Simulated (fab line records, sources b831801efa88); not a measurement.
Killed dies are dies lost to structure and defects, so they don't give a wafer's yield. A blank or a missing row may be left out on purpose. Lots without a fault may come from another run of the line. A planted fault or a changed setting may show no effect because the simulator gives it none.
One fault seen from 2 desks | flow gf180mcu | each desk has only its own numbers; what lay behind them comes last

THE TOOL OWNER'S DESK: pvd_sputter-02
The tool's own readings at GF_TOP_METAL_SPUTTER_02 (material AlCu, target thk 900 nm, time 47.82 s): means of the sampled wafers that have a number, for each lot that ran on this tool. A lot is out of limits, marked OUT, if its mean lies more than 4 standard deviations from the usual mean; the brackets give that distance.
Columns: A = throttle_valve_pct at GF_TOP_METAL_SPUTTER_02, usual 29.8 %
lot  | first seen here | A
L955 | day 28 03:20    | 29.4
L956 | day 28 07:20    | 30.0
L961 | day 29 18:37    | 29.4
L968 | day 32 04:03    | 28.4
L969 | day 32 11:23    | 29.2
This desk's finding: nothing out of limits on any of the 5 lots.

THE METROLOGY DESK
What the gauges read, lot by lot, whatever tool the lot ran on: means of the sampled wafers that have a number. A lot is out of limits, marked OUT, if its mean lies more than 4 standard deviations from the usual mean; the brackets give that distance.
Columns: A = cd_nm at GF_V4_CD_MEAS_14, usual 260.3 nm; B = V5_OVL at GF_V5_OVL_MEAS_15, usual -4 nm; C = TOP_METAL_ALCU_RS at GF_TOP_METAL_RS_MEAS_05, usual 0.0330 ohm/sq; D = TOP_METAL_ALCU_THK at GF_TOP_METAL_THK_MEAS_06, usual 897 nm
lot  | first seen here | A     | B  | C                | D
L953 | day 24 16:56    | 259.6 | -6 | 0.0330           | 899
L955 | day 25 08:17    | 259.4 | -7 | 0.0328           | 901
L956 | day 25 11:15    | 260.0 | -6 | 0.0328           | 898
L957 | day 26 01:43    | 259.6 | -3 | 0.0329           | 901
L958 | day 26 11:01    | 260.0 | -4 | 0.0328           | 904
L960 | day 26 19:31    | 263.0 | 4  | 0.0329           | 904
L961 | day 27 02:28    | 259.8 | -6 | 0.0333           | 884
L968 | day 29 16:44    | 259.3 | -2 | 0.0384 (+16) OUT | 786 (-12) OUT
L969 | day 30 01:17    | 258.9 | 4  | 0.0380 (+15) OUT | 795 (-11) OUT
L973 | day 30 20:51    | 260.5 | 0  | 0.0331           | 895
L974 | day 31 01:29    | 258.6 | -1 | 0.0330           | 902
L976 | day 31 16:21    | 259.8 | -6 | 0.0332           | 892
This desk's finding: out of limits on L968, L969; first on L968, day 32 04:12 (TOP_METAL_ALCU_RS at GF_TOP_METAL_RS_MEAS_05). In limits: L953, L955, L956, L957, L958, L960, L961, L973, L974, L976.

PUT TOGETHER
The metrology desk could have raised an alarm at day 32 04:12, on L968, L969.
The tool owner's desk saw nothing out of limits.
The tool owner's desk has L968, L969 on record, within its limits.
Of the lots named, all ran GF_TOP_METAL_SPUTTER_02 on pvd_sputter-02.

WHAT THE SIMULATOR HAD PUT IN
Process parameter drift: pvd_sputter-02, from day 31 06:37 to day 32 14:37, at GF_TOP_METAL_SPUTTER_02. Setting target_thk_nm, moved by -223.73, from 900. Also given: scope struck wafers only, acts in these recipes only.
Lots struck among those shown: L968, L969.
Hours from the fault's start to each desk's first reading out of limits: the metrology desk, 22.
